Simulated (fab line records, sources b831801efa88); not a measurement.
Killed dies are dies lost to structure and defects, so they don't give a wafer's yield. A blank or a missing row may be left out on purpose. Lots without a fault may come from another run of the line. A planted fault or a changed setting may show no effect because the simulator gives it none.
A sampling plan put to the test | flow sky130 | one fab line, 21 faults that these records tell of, each judged on the records of the lots that it struck
The plan is the line's own looks: the steps of the route at which a gauge or an inspection reads the wafer and doesn't change it. A look can be judged if struck wafers have a number there and the file gives its usual mean and standard deviation on fault-free wafers. Caught: at a look after the fault's first step, the mean of the struck wafers lies 4 or more of those standard deviations (sigma) from the usual mean. On the tool: the same test on the tool's own readings at the fault's steps. Another recipe on the struck wafers, or a record that is blank for them alone, also counts as caught.

THE FAULTS, as the simulator had put them in
1. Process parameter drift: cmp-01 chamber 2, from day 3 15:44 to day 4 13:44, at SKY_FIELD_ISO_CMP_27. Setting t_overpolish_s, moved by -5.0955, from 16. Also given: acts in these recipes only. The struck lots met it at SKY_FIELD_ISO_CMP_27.
2. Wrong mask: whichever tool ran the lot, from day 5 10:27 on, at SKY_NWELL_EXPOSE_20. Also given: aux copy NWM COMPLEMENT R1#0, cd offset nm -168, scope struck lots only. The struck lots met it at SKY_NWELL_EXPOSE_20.
3. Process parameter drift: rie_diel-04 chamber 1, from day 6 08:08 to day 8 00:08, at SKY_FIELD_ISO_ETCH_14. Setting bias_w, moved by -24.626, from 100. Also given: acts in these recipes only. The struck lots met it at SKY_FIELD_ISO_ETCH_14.
4. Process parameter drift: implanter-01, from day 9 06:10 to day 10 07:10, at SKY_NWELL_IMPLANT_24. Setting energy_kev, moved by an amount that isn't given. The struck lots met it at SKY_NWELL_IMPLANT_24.
5. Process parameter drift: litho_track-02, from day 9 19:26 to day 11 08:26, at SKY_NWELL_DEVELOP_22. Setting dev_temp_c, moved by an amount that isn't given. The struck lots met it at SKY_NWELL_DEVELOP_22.
6. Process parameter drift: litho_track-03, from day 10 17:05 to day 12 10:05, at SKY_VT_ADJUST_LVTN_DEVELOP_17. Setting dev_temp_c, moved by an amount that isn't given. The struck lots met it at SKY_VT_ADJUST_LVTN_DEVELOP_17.
7. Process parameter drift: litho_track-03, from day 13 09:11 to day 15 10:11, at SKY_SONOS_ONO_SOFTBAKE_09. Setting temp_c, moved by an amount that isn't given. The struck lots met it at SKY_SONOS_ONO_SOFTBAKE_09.
8. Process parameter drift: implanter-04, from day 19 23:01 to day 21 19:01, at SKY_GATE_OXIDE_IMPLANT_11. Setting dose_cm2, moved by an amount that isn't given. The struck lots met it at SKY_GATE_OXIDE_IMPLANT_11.
9. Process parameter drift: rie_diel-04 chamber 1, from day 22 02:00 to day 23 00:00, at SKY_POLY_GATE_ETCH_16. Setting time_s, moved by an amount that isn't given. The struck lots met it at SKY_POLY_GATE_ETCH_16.
10. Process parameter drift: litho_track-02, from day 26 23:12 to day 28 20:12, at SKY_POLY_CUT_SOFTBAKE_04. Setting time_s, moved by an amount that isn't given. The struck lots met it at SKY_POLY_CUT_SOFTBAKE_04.
11. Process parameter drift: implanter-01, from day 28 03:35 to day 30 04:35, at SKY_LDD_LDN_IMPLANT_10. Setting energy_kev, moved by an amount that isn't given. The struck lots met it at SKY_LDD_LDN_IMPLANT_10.
12. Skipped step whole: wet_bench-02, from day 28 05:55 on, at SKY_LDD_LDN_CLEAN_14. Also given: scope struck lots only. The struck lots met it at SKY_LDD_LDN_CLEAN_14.
13. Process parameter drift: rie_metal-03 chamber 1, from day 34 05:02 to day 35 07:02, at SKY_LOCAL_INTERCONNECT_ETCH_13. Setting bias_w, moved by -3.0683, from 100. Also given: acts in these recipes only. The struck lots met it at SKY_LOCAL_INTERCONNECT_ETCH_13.
14. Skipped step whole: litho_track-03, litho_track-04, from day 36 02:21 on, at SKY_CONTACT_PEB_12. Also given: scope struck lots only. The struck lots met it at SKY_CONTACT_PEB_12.
15. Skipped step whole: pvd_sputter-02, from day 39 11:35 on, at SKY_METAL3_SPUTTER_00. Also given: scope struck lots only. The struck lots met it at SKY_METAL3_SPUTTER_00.
16. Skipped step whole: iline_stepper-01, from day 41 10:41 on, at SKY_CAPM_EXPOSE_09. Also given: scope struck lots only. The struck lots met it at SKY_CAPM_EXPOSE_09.
17. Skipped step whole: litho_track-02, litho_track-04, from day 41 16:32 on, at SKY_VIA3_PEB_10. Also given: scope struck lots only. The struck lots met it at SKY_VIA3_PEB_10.
18. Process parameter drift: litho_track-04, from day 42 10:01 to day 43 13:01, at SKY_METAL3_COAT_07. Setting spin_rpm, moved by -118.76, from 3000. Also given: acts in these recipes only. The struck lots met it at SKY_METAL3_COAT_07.
19. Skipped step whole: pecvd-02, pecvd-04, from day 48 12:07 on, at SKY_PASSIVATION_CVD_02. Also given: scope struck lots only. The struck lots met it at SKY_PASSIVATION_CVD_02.
20. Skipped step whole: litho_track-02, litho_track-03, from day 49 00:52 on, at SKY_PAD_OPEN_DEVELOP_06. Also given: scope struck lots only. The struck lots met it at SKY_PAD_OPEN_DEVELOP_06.
21. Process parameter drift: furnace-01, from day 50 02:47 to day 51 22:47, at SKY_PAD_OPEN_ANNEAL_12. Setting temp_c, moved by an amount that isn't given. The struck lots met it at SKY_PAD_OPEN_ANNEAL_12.

WHAT THE PLAN SAW
fault | on the tool itself                               | first look that catches it                      | reading, sigma                                                             | median hours from its first step to that look | hours from the fault's start to the first struck lot there | judged looks passed uncaught
1     | overpolish_run_s -99 or beyond sigma             | no look after it can be judged                  | -                                                                          | -                                             | -                                                          | 0
2     | under 2 sigma                                    | no look after it can be judged                  | -                                                                          | -                                             | -                                                          | 0
3     | bias_w -77 sigma                                 | none of the 3 looks that can be judged after it | -                                                                          | -                                             | -                                                          | 3
4     | beam_energy_keV +99 or beyond sigma              | no look after it can be judged                  | -                                                                          | -                                             | -                                                          | 0
5     | developer_temp_C +18 sigma                       | not the one look that can be judged after it    | -                                                                          | -                                             | -                                                          | 1
6     | developer_temp_C +8.0 sigma                      | none of the 2 looks that can be judged after it | -                                                                          | -                                             | -                                                          | 2
7     | heater_power_total_W +44 sigma                   | not the one look that can be judged after it    | strongest: GATE_OXIDE_OXIDATION_00_THK at SKY_GATE_OXIDE_THK_MEAS_02, -2.0 | -                                             | -                                                          | 1
8     | dose_ions_cm2 +19 sigma                          | not the one look that can be judged after it    | -                                                                          | -                                             | -                                                          | 1
9     | run_length_s -26 sigma                           | not the one look that can be judged after it    | -                                                                          | -                                             | -                                                          | 1
10    | run_length_s +26 sigma                           | no look after it can be judged                  | -                                                                          | -                                             | -                                                          | 0
11    | beam_energy_keV -99 or beyond sigma              | no look after it can be judged                  | -                                                                          | -                                             | -                                                          | 0
12    | the tool's record is blank for the struck wafers | not the one look that can be judged after it    | -                                                                          | -                                             | -                                                          | 1
13    | bias_w -11 sigma                                 | not the one look that can be judged after it    | -                                                                          | -                                             | -                                                          | 1
14    | no reading that can be judged                    | no look after it can be judged                  | -                                                                          | -                                             | -                                                          | 0
15    | the tool's record is blank for the struck wafers | no look after it can be judged                  | -                                                                          | -                                             | -                                                          | 0
16    | no reading that can be judged                    | no look after it can be judged                  | -                                                                          | -                                             | -                                                          | 0
17    | no reading that can be judged                    | no look after it can be judged                  | -                                                                          | -                                             | -                                                          | 0
18    | spin_speed_rpm -51 sigma                         | no look after it can be judged                  | -                                                                          | -                                             | -                                                          | 0
19    | the tool's record is blank for the struck wafers | no look after it can be judged                  | -                                                                          | -                                             | -                                                          | 0
20    | the tool's record is blank for the struck wafers | no look after it can be judged                  | -                                                                          | -                                             | -                                                          | 0
21    | spike_tc_centre_C -40 sigma                      | no look after it can be judged                  | -                                                                          | -                                             | -                                                          | 0
A dash: the fault isn't caught, or these records don't give the number.

Caught at a look: 0 of 21. Caught on the tool: 17 of 21. By one or the other: 17 of 21.
Caught on the tool alone: faults 1, 3, 4, 5, 6, 7, 8, 9, 10, 11, 12, 13, 15, 18, 19, 20, 21.
Caught by neither: faults 2, 14, 16, 17.
